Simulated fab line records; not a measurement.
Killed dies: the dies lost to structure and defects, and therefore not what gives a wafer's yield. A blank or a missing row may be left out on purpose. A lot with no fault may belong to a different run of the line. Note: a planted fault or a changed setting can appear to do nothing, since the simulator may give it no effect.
Which tool was responsible? | flow gf180mcu | 12 lots with 35 wafers sampled at 4 steps, on a route of 602 steps

WHAT THE GAUGES SHOWED, per wafer
GF_MVSD_OVL_MEAS_07. Usual: for MVSD_OVL the level is 0.9 nm and the standard deviation is 1.2.
lot  | measured     | on         | MVSD_OVL (nm)  | flag
L934 | day 4 17:08  | overlay-02 | -0.6 -0.9 -0.3 | 
L935 | day 4 23:49  | overlay-01 | 0.9 0.7 2.1    | 
L936 | day 5 02:53  | overlay-02 | 1.0 2.3 1.8    | 
L937 | day 5 11:01  | overlay-02 | 2.8 2.8 1.4    | 
L939 | day 5 20:35  | overlay-01 | -0.4 -0.2 1.1  | 
L940 | day 6 02:50  | overlay-02 | -2.5 0.6       | 
L947 | day 7 20:45  | overlay-02 | 1.2 -0.4 2.2   | 
L951 | day 9 04:35  | overlay-01 | 1.6 1.4 1.2    | 
L952 | day 9 16:11  | overlay-02 | 0.6 -0.4 2.1   | 
L953 | day 9 16:53  | overlay-01 | 0.6 -0.9 -1.5  | 
L954 | day 10 03:23 | overlay-02 | -0.3 1.3 0.2   | 
L956 | day 10 02:08 | overlay-02 | 1.8 0.1 0.1    | 

WHICH TOOL RAN EACH LOT (tool, then ch and the chambers of the sampled wafers, then the start)
lot  | GF_STI_ETCH_13                   | GF_STI_STRIP_15                    | GF_LVPWELL_STRIP_10
L934 | rieDiel-03 ch 0,1,2, day 2 05:59 | plasmaAsher-01 ch 0,1, day 2 06:09 | plasmaAsher-02 ch 0,1, day 4 02:52
L935 | rieDiel-04 ch 0,2,3, day 2 13:02 | plasmaAsher-03 ch 0,1, day 2 13:12 | plasmaAsher-04 ch 0,1, day 4 09:58
L936 | rieDiel-04 ch 0,3, day 2 16:43   | plasmaAsher-01 ch 0,1, day 2 16:54 | plasmaAsher-04 ch 0,1, day 4 13:09
L937 | rieDiel-04 ch 0,2,3, day 2 21:58 | plasmaAsher-03 ch 0,1, day 2 22:07 | plasmaAsher-04 ch 0,1, day 4 21:07
L939 | rieDiel-04 ch 2,3, day 3 08:05   | plasmaAsher-04 ch 0,1, day 3 08:17 | plasmaAsher-02 ch 0,1, day 5 06:32
L940 | rieDiel-04 ch 0,1, day 3 13:46   | plasmaAsher-03 ch 0, day 3 13:55   | plasmaAsher-04 ch 1, day 5 13:01
L947 | rieDiel-01 ch 2,3, day 5 01:58   | plasmaAsher-04 ch 0,1, day 5 02:09 | plasmaAsher-04 ch 0,1, day 7 05:29
L951 | rieDiel-01 ch 1,2,3, day 5 23:52 | plasmaAsher-01 ch 0,1, day 6 00:01 | plasmaAsher-04 ch 0,1, day 8 11:46
L952 | rieDiel-01 ch 1,2, day 6 05:14   | plasmaAsher-01 ch 0,1, day 6 05:24 | plasmaAsher-02 ch 0, day 8 22:58
L953 | rieDiel-01 ch 2,3, day 6 12:08   | plasmaAsher-01 ch 0,1, day 6 12:18 | plasmaAsher-04 ch 0,1, day 8 23:39
L954 | rieDiel-03 ch 2,3, day 6 22:16   | plasmaAsher-04 ch 0,1, day 6 22:25 | plasmaAsher-01 ch 0,1, day 9 10:03
L956 | rieDiel-04 ch 0,3, day 7 03:47   | plasmaAsher-01 ch 0,1, day 7 03:56 | plasmaAsher-01 ch 0,1, day 9 08:37
- GF_STI_ETCH_13: etches the open film in CHF3/O2, stops on Si, target depth 282.31 nm, time 112.9 s.
- GF_STI_STRIP_15: strips in O2/N2.
- GF_LVPWELL_STRIP_10: strips in O2/N2.

AS READ BY THE TOOLS THEMSELVES (means over the sampled wafers that have a number; for cases with no such wafer, the mark the record gives instead)
GF_STI_ETCH_13. Usual: drypumpMotorCurrentA 5.8 A, standard deviation 0.39; oesProductAu 0.832 a.u., standard deviation 0.0074; throttleValvePct 8.810 %, standard deviation 0.0093.
lot  | tool       | drypumpMotorCurrentA (A) | oesProductAu (a.u.) | throttleValvePct (%) | flag
L934 | rieDiel-03 | 5.6                      | 0.833               | 8.804                | 
L935 | rieDiel-04 | 6.1                      | 0.836               | 8.812                | 
L936 | rieDiel-04 | 5.9                      | 0.826               | 8.813                | 
L937 | rieDiel-04 | 6.1                      | 0.821               | 8.809                | 
L939 | rieDiel-04 | 6.3                      | 0.832               | 8.816                | 
L940 | rieDiel-04 | 5.9                      | 0.819               | 8.811                | 
L947 | rieDiel-01 | 5.3                      | 0.839               | 8.809                | 
L951 | rieDiel-01 | 5.5                      | 0.827               | 8.811                | 
L952 | rieDiel-01 | 5.2                      | 0.836               | 8.802                | 
L953 | rieDiel-01 | 5.3                      | 0.838               | 8.816                | 
L954 | rieDiel-03 | 5.8                      | 0.831               | 8.813                | 
L956 | rieDiel-04 | 5.7                      | 0.833               | 8.808                | 

GF_STI_STRIP_15. Usual: drypumpMotorCurrentA 5.9 A, standard deviation 0.62; heaterPowerW 354 W, standard deviation 27; oesProductAu 0.383 a.u., standard deviation 0.0054; stripTimeToEndpointS 3.72 s, standard deviation 0.049.
lot  | tool           | drypumpMotorCurrentA (A) | heaterPowerW (W) | oesProductAu (a.u.) | stripTimeToEndpointS (s) | flag
L934 | plasmaAsher-01 | 6.4                      | 360              | 0.381               | 3.73                     | 
L935 | plasmaAsher-03 | 5.5                      | 350              | 0.385               | 3.71                     | 
L936 | plasmaAsher-01 | 6.4                      | 350              | 0.386               | 3.76                     | 
L937 | plasmaAsher-03 | 5.5                      | 346              | 0.385               | 3.72                     | 
L939 | plasmaAsher-04 | 5.3                      | 381              | 0.382               | 3.66                     | 
L940 | plasmaAsher-03 | 5.5                      | 370              | 0.377               | 3.58                     | 
L947 | plasmaAsher-04 | 5.3                      | 380              | 0.384               | 3.80                     | 
L951 | plasmaAsher-01 | 6.4                      | 355              | 0.386               | 3.70                     | 
L952 | plasmaAsher-01 | 6.4                      | 349              | 0.378               | 3.74                     | 
L953 | plasmaAsher-01 | 6.4                      | 344              | 0.386               | 3.75                     | 
L954 | plasmaAsher-04 | 5.8                      | 354              | 0.382               | 3.71                     | 
L956 | plasmaAsher-01 | 6.4                      | 346              | 0.382               | 3.72                     | 

GF_LVPWELL_STRIP_10. Usual: drypumpMotorCurrentA 5.7 A, standard deviation 0.62; heaterPowerW 347 W, standard deviation 30; oesProductAu 0.723 a.u., standard deviation 0.0049; stripTimeToEndpointS 36.96 s, standard deviation 0.086.
lot  | tool           | drypumpMotorCurrentA (A) | heaterPowerW (W) | oesProductAu (a.u.) | stripTimeToEndpointS (s) | flag
L934 | plasmaAsher-02 | 5.4                      | 331              | 0.725               | 37.00                    | 
L935 | plasmaAsher-04 | 5.3                      | 384              | 0.724               | 36.91                    | 
L936 | plasmaAsher-04 | 5.8                      | 355              | 0.724               | 37.01                    | 
L937 | plasmaAsher-04 | 5.3                      | 380              | 0.724               | 36.87                    | 
L939 | plasmaAsher-02 | 5.7                      | 323              | 0.722               | 36.93                    | 
L940 | plasmaAsher-04 | 4.8                      | 405              | 0.726               | 36.98                    | 
L947 | plasmaAsher-04 | 5.3                      | 378              | 0.726               | 36.95                    | 
L951 | plasmaAsher-04 | 5.3                      | 377              | 0.720               | 36.86                    | 
L952 | plasmaAsher-02 | 5.2                      | 332              | 0.724               | 37.04                    | 
L953 | plasmaAsher-04 | 5.8                      | 360              | 0.719               | 36.90                    | 
L954 | plasmaAsher-01 | 6.4                      | 353              | 0.724               | 37.03                    | 
L956 | plasmaAsher-01 | 6.4                      | 353              | 0.722               | 37.08                    | 

THE ANSWER, worked out from the rows above alone
Rule: lot off if the mean of its wafers having a number is beyond 3 standard deviations from the usual mean. Also off: a lot with no number at a reading for which 4 or more lots have one. Where the step has rows for the other lots, those lots are counted as sound. After the gauges, taken in route order, come the tools' own readings; for these a lot's mean is taken, as printed above. The first step at which some lot is off is used, and at that step the reading that is off furthest; a lot without a number counts as furthest.
No lot is off on any of the readings shown, so nothing can be concluded from this.

WHAT HAD BEEN PUT IN BY THE SIMULATOR
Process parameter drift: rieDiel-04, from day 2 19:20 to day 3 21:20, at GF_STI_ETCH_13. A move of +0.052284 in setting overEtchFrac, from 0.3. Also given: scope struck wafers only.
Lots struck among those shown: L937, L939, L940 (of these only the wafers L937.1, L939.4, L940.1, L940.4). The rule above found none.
